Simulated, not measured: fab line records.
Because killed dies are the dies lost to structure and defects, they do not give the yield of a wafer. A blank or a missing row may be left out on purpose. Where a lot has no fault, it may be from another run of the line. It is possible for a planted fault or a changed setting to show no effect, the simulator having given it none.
Which tool did it? | flow gf180mcu | 39 wafers from 13 lots sampled at 4 of the route's 602 steps

WHAT THE GAUGES SHOWED, per wafer
Not one reading of a measure or inspect step in the record can be checked against a usual standard deviation.

EACH LOT AND THE TOOL THAT RAN IT (in order: tool; ch and the chambers of the sampled wafers; start)
lot  | GF_MIM_SPUTTER_00            | GF_MIM_SPUTTER_02            | GF_MIM_CVD_05                   | GF_MIM_SPUTTER_09
L298 | pvd-sputter-04, day 25 03:50 | pvd-sputter-04, day 25 03:58 | pecvd-03 ch 0,1,2, day 25 04:04 | pvd-sputter-03, day 25 04:13
L299 | pvd-sputter-01, day 25 09:50 | pvd-sputter-01, day 25 09:58 | pecvd-02 ch 0,2, day 25 10:03   | pvd-sputter-03, day 25 10:13
L302 | pvd-sputter-03, day 26 02:50 | pvd-sputter-03, day 26 02:58 | pecvd-01 ch 0,1,2, day 26 03:04 | pvd-sputter-01, day 26 03:13
L303 | pvd-sputter-03, day 26 22:28 | pvd-sputter-03, day 26 22:36 | pecvd-01 ch 1,2, day 26 22:41   | pvd-sputter-04, day 26 22:51
L304 | pvd-sputter-01, day 27 03:02 | pvd-sputter-01, day 27 03:10 | pecvd-03 ch 0,2, day 27 03:16   | pvd-sputter-03, day 27 03:25
L305 | pvd-sputter-03, day 27 04:31 | pvd-sputter-03, day 27 04:39 | pecvd-01 ch 0,1,2, day 27 04:44 | pvd-sputter-04, day 27 04:54
L307 | pvd-sputter-04, day 28 02:42 | pvd-sputter-04, day 28 02:50 | pecvd-02 ch 1,2, day 28 02:55   | pvd-sputter-01, day 28 03:05
L308 | pvd-sputter-03, day 28 04:13 | pvd-sputter-03, day 28 04:21 | pecvd-03 ch 0,2, day 28 04:26   | pvd-sputter-01, day 28 04:36
L309 | pvd-sputter-03, day 28 18:06 | pvd-sputter-03, day 28 18:14 | pecvd-01 ch 0,2, day 28 18:19   | pvd-sputter-01, day 28 18:29
L310 | pvd-sputter-03, day 28 23:12 | pvd-sputter-03, day 28 23:20 | pecvd-03 ch 0,1,2, day 28 23:25 | pvd-sputter-04, day 28 23:35
L311 | pvd-sputter-03, day 29 03:24 | pvd-sputter-03, day 29 03:32 | pecvd-01 ch 1,2, day 29 03:37   | pvd-sputter-01, day 29 03:47
L312 | pvd-sputter-04, day 29 13:08 | pvd-sputter-04, day 29 13:16 | pecvd-02 ch 1,2, day 29 13:22   | pvd-sputter-01, day 29 13:31
L320 | pvd-sputter-03, day 31 09:16 | pvd-sputter-03, day 31 09:24 | pecvd-01 ch 0,1,2, day 31 09:29 | pvd-sputter-04, day 31 09:39
- GF_MIM_SPUTTER_00: material Ti, target thk 37.5 nm, time 150 s.
- GF_MIM_SPUTTER_02: material AlCu, target thk 450 nm, time 23.9 s.
- GF_MIM_CVD_05: deposits Si3N4, target thk 42 nm, time 29.086 s.
- GF_MIM_SPUTTER_09: material TiN, target thk 35 nm, time 29.2 s.

AS READ BY THE TOOLS THEMSELVES (means over the sampled wafers that have a number; for cases with no such wafer, the mark the record gives instead)
GF_MIM_SPUTTER_00. Usual: cathode-dc-power-W 4000.0 W, standard deviation 0.76; chamber-pressure-pa 2.000 Pa, standard deviation 0.0037; throttle-valve-pct 30.0 %, standard deviation 1.2.
lot  | tool           | cathode-dc-power-W (W) | chamber-pressure-pa (Pa) | throttle-valve-pct (%) | flag
L298 | pvd-sputter-04 | 3999.8                 | 1.999                    | 30.6                   |
L299 | pvd-sputter-01 | 4000.3                 | 2.005                    | 29.7                   |
L302 | pvd-sputter-03 | 4000.1                 | 2.003                    | 30.2                   |
L303 | pvd-sputter-03 | 4000.0                 | 2.000                    | 29.1                   |
L304 | pvd-sputter-01 | 3999.6                 | 1.997                    | 30.4                   |
L305 | pvd-sputter-03 | 3999.8                 | 1.997                    | 29.5                   |
L307 | pvd-sputter-04 | 3999.5                 | 2.002                    | 30.6                   |
L308 | pvd-sputter-03 | 3999.6                 | 2.001                    | 29.9                   |
L309 | pvd-sputter-03 | 3999.4                 | 2.001                    | 30.6                   |
L310 | pvd-sputter-03 | -                      | -                        | -                      | OFF
L311 | pvd-sputter-03 | -                      | -                        | -                      | OFF
L312 | pvd-sputter-04 | -                      | -                        | -                      | OFF
L320 | pvd-sputter-03 | 3999.4                 | 2.001                    | 29.6                   |

GF_MIM_SPUTTER_02. Usual: cathode-dc-power-W 10600 W, standard deviation 2; chamber-pressure-pa 0.3999 Pa, standard deviation 0.00079; throttle-valve-pct 30.0 %, standard deviation 1.2.
lot  | tool           | cathode-dc-power-W (W) | chamber-pressure-pa (Pa) | throttle-valve-pct (%) | flag
L298 | pvd-sputter-04 | 10600                  | 0.4007                   | 30.8                   |
L299 | pvd-sputter-01 | 10600                  | 0.4001                   | 29.7                   |
L302 | pvd-sputter-03 | 10597                  | 0.4006                   | 30.4                   |
L303 | pvd-sputter-03 | 10600                  | 0.4006                   | 29.1                   |
L304 | pvd-sputter-01 | 10601                  | 0.3998                   | 30.4                   |
L305 | pvd-sputter-03 | 10600                  | 0.4003                   | 29.4                   |
L307 | pvd-sputter-04 | 10600                  | 0.4003                   | 30.4                   |
L308 | pvd-sputter-03 | 10601                  | 0.3998                   | 29.8                   |
L309 | pvd-sputter-03 | 10597                  | 0.4002                   | 30.6                   |
L310 | pvd-sputter-03 | 10601                  | 0.4007                   | 29.4                   |
L311 | pvd-sputter-03 | 10600                  | 0.3997                   | 29.5                   |
L312 | pvd-sputter-04 | 10598                  | 0.4001                   | 30.5                   |
L320 | pvd-sputter-03 | 10599                  | 0.4002                   | 29.4                   |

GF_MIM_CVD_05. Usual: heater-power-w at 640 W, with a standard deviation of 72.
lot  | tool     | heater-power-w (W) | flag
L298 | pecvd-03 | 605                |
L299 | pecvd-02 | 717                |
L302 | pecvd-01 | 634                |
L303 | pecvd-01 | 666                |
L304 | pecvd-03 | 683                |
L305 | pecvd-01 | 637                |
L307 | pecvd-02 | 657                |
L308 | pecvd-03 | 619                |
L309 | pecvd-01 | 595                |
L310 | pecvd-03 | 650                |
L311 | pecvd-01 | 688                |
L312 | pecvd-02 | 644                |
L320 | pecvd-01 | 628                |

GF_MIM_SPUTTER_09. Usual: cathode-dc-power-W 6500.1 W, standard deviation 1.1; chamber-pressure-pa 0.4001 Pa, standard deviation 0.00085; throttle-valve-pct 30.0 %, standard deviation 1.2.
lot  | tool           | cathode-dc-power-W (W) | chamber-pressure-pa (Pa) | throttle-valve-pct (%) | flag
L298 | pvd-sputter-03 | 6499.3                 | 0.3999                   | 28.8                   |
L299 | pvd-sputter-03 | 6499.3                 | 0.3998                   | 28.0                   |
L302 | pvd-sputter-01 | 6501.2                 | 0.3999                   | 30.6                   |
L303 | pvd-sputter-04 | 6499.9                 | 0.4002                   | 30.3                   |
L304 | pvd-sputter-03 | 6499.9                 | 0.4006                   | 30.4                   |
L305 | pvd-sputter-04 | 6500.0                 | 0.4001                   | 30.2                   |
L307 | pvd-sputter-01 | 6500.7                 | 0.4001                   | 30.9                   |
L308 | pvd-sputter-01 | 6499.7                 | 0.4003                   | 29.5                   |
L309 | pvd-sputter-01 | 6499.9                 | 0.4001                   | 29.9                   |
L310 | pvd-sputter-04 | 6500.3                 | 0.4006                   | 30.6                   |
L311 | pvd-sputter-01 | 6500.9                 | 0.4005                   | 30.3                   |
L312 | pvd-sputter-01 | 6500.3                 | 0.4009                   | 30.3                   |
L320 | pvd-sputter-04 | 6500.9                 | 0.3997                   | 30.7                   |

THE ANSWER, worked out from the rows above alone
Rule: take the mean of a lot's wafers that have a number; if it is more than 3 standard deviations from the usual mean, the lot is off. Also off: a lot with no number at a reading for which 4 or more lots have one. All remaining lots with rows at the step are treated as sound. First the gauges in route order, then the tools' own readings, where a lot's mean is used as printed above. The first step at which some lot is off is used, and at that step the reading that is off furthest; a lot without a number counts as furthest.
Off: L310, L311, L312 (GF_MIM_SPUTTER_00, cathode-dc-power-W). Without a number there: L310, L311, L312.
If a tool, at that step or one of the process steps before it, ran each lot that is off and ran no sound lot following the first of them, it fits. None of those tried fits.

WHAT WAS PUT IN BY THE SIMULATOR
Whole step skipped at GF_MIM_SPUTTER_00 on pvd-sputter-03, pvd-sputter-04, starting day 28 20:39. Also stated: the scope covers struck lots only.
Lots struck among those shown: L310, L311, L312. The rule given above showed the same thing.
